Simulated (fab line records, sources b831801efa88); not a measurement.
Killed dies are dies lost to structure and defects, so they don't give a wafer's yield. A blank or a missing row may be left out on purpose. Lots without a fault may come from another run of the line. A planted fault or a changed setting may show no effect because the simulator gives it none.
Which tool did it? | flow gf180mcu | 13 lots, 39 wafers sampled, at 1 step of a route of 602

WHAT THE GAUGES READ, wafer by wafer
GF_M2_OVL_MEAS_15. Usual: M2_OVL 2 nm, standard deviation 4.5.
lot  | measured     | on         | M2_OVL (nm) | flag
L650 | day 20 03:41 | overlay-01 | 6 0 2       |
L651 | day 20 07:32 | overlay-01 | -2 2 2      |
L654 | day 21 12:03 | overlay-02 | -9 4 2      |
L656 | day 22 14:36 | overlay-02 | -2 5 4      |
L657 | day 22 20:05 | overlay-02 | 1 7 11      |
L658 | day 23 08:13 | overlay-01 | -3 -1 3     |
L660 | day 23 21:02 | overlay-02 | 0 1 2       |
L664 | day 24 23:51 | overlay-02 | -5 -9 1     |
L666 | day 25 14:40 | overlay-02 | 7 -4 0      |
L667 | day 25 21:17 | overlay-01 | 9 9 3       |
L668 | day 26 07:56 | overlay-01 | 2 5 -2      |
L670 | day 26 19:26 | overlay-02 | 1 0 9       |
L671 | day 27 04:00 | overlay-02 | -3 -1 -2    |

WHICH TOOL RAN EACH LOT (tool, then ch and the chambers of the sampled wafers, then the start)
The record holds no process step before these readings.

WHAT THE TOOLS THEMSELVES READ (means of the sampled wafers that have a number; where no wafer has one, the mark that the record gives instead)
The record holds no such reading with a usual standard deviation.

THE ANSWER, worked out from the rows above alone
Rule: a lot is off if the mean of its wafers that have a number lies more than 3 standard deviations from the usual mean. A lot without any number at a reading at which 4 lots or more have one is off too. The other lots that the step has rows for count as sound. The gauges are gone through in route order, then the tools' own readings, and for those a lot's mean is taken as printed above. The first step at which some lot is off is used, and at that step the reading that is off furthest; a lot without a number counts as furthest.
No lot is off at any reading shown: from this, nothing can be told.

WHAT THE SIMULATOR HAD PUT IN
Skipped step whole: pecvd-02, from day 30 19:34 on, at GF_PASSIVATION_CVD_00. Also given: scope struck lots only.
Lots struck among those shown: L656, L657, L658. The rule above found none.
